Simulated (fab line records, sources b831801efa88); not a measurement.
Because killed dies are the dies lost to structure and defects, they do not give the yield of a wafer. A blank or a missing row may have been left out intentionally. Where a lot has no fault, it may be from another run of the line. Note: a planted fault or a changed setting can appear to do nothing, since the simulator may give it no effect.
A lot that was struck, set against a sound lot | flow sky130 | 35 steps out of a route of 708
Sound: the wafers L282.2, L282.3, L282.4. Struck: wafers L290.2, L290.3, L290.4. Last of all comes the cause.
Per side, at each step with rows, come the tool, then ch with its chambers, and then its first start. Under that, the readings that differ: sound wafers | struck wafers | difference of the means | sigmas: that difference in standard deviations of wafers without a fault.
alike: readings with means less than 2 such deviations apart, plus words and numbers identical on both sides. not compared: withheld readings, readings lacking a value on some wafer, bounds such as >300 that could conceal the same value, and numbers that have no deviation in the record and whose values overlap.
The two part at a step that has a row with sigmas, a row that says differs or no value, or rows on one side only. Numbers that have no deviation but don't overlap get no sigmas and don't part them. A reading missing from all wafers of one side parts the sides only when that side holds two or more wafers.

first, 10 steps without rows for these wafers: SKY_METAL1_EXPOSE_12 (exposes mask MM1, target cd 140 nm); SKY_METAL1_PEB_13; SKY_METAL1_DEVELOP_14 (develop time 60 s); SKY_METAL1_DESCUM_17 (chemistry O2, time 8 s); SKY_METAL1_ETCH_18 (etches BARC in N2/H2, stops on SiO2, time 45.9 s, target depth 60 nm); SKY_METAL1_METAL_ETCH_19 (etches the open film in Cl2/BCl3, stops on SiO2, target depth 360 nm, time 78 s); SKY_METAL1_STRIP_20 (strips in O2/N2); SKY_METAL1_STRIP_21 (strips in post etch residue remover, time 1200 s); SKY_METAL1_CLEAN_22 (cleans in IPA, time 180 s); SKY_METAL1_CLEAN_23 (cleans in O3/DIW).
SKY_VIA1_HDPCVD_00: deposits SiO2, target thk 1030 nm, time 171.7 s.
  sound on hdpcvd-02 ch 0,1,2, day 33 00:49; struck on hdpcvd-01 ch 0,1,2, day 35 13:29
then, 23 steps without rows for these wafers: SKY_VIA1_CMP_02 (polishes SiO2); SKY_VIA1_DEHYDRATE_04 (time 60 s); SKY_VIA1_HMDS_05 (prime time 60 s); SKY_VIA1_COAT_06 (resist thk 60 nm); SKY_VIA1_COAT_07 (resist thk 450 nm); SKY_VIA1_SOFTBAKE_08 (time 90 s); SKY_VIA1_EXPOSE_09 (exposes mask VIM, target cd 150 nm); SKY_VIA1_PEB_10; SKY_VIA1_DEVELOP_11 (develop time 60 s); SKY_VIA1_ETCH_14 (etches BARC in N2/H2, stops on SiO2, time 45.9 s, target depth 60 nm); SKY_VIA1_ETCH_15 (etches SiO2 in C4F8/O2/Ar, stops on TiN, target depth 351 nm, time 54 s); SKY_VIA1_STRIP_16 (strips in O2/N2); SKY_VIA1_STRIP_17 (strips in post etch residue remover, time 1200 s); SKY_VIA1_CLEAN_18 (cleans in IPA, time 180 s); SKY_VIA1_CLEAN_19 (cleans in O3/DIW); SKY_VIA1_SPUTTER_20 (material TiN, target thk 20 nm, time 80 s); SKY_VIA1_CVD_21 (deposits W, target thk 270 nm, time 80.902 s); SKY_VIA1_CMP_24 (polishes, stops on SiO2, t overpolish 15 s, target thk 0 nm); SKY_METAL2_SPUTTER_00 (material Ti, target thk 15 nm, time 10 s); SKY_METAL2_SPUTTER_01 (material TiN, target thk 20 nm, time 16.7 s); SKY_METAL2_SPUTTER_02 (material AlCu, target thk 250 nm, time 13.3 s); SKY_METAL2_SPUTTER_03 (material Ti, target thk 5 nm, time 3.3 s); SKY_METAL2_SPUTTER_04 (material TiN, target thk 70 nm, time 58.3 s).
-- the record jumps here: 12 days lie between the struck wafers' starts before and after (it left off in module METAL2 and takes up again in module PAD_OPEN, whose first step shown is number 708 of the route) --
SKY_PAD_OPEN_PROBE_99:
  sound: prober-01 at day 46 00:58; struck: prober-01 at day 47 23:13
  reading                               | sound             | struck                                                                     | difference                   | sigmas
  hold                                  | - - -             | await dispo/3.3h/release await dispo/3.3h/release await dispo/3.3h/release | no value on the sound wafers |
  defect limited yield (%)              | 83.3 83.1 86.4    | 74.0 76.2 81.9                                                             | -6.9                         | -4
  killed_at_M0_to_M3                    | 36 42 36          | 96 74 60                                                                   | +39                          | +6
  killed dies                           | 82 83 67          | 128 117 89                                                                 | +34                          | +4
  sort_bin_3_pad_short (%)              | 1.2 1.8 0.8       | 2.6 2.2 1.8                                                                | +0.9                         | +2
  sort_bin_5_function (%)               | 10.6 9.1 7.7      | 15.4 15.0 11.4                                                             | +4.8                         | +4
  sort n pass                           | 410 409 425       | 364 375 403                                                                | -34                          | -4
  sort yield pct (%)                    | 83.3 83.1 86.4    | 74.0 76.2 81.9                                                             | -6.9                         | -4
  model.etest.tester.sort n pass        | 410 409 425       | 364 375 403                                                                | -34                          |
  model.etest.tester.sort yield pct (%) | 83.33 83.13 86.38 | 73.98 76.22 81.91                                                          | -6.91                        |
  model.etest.tester.sort_bin_5_pct (%) | 10.57 9.146 7.724 | 15.45 15.04 11.38                                                          | +4.81                        |
  alike: killed_at_M4_up, killed at contacts, killed at front end, killed at other, killed on rim, killed open, killed short, sort_bin_6_memory
  not compared: model.etest.tester.sort_bin_6_pct, model.etest.tester.sort_bin_3_pct

## WHERE THEY PART
SKY_PAD_OPEN_PROBE_99 only, going by this record.

WHY: the cause the simulator had injected
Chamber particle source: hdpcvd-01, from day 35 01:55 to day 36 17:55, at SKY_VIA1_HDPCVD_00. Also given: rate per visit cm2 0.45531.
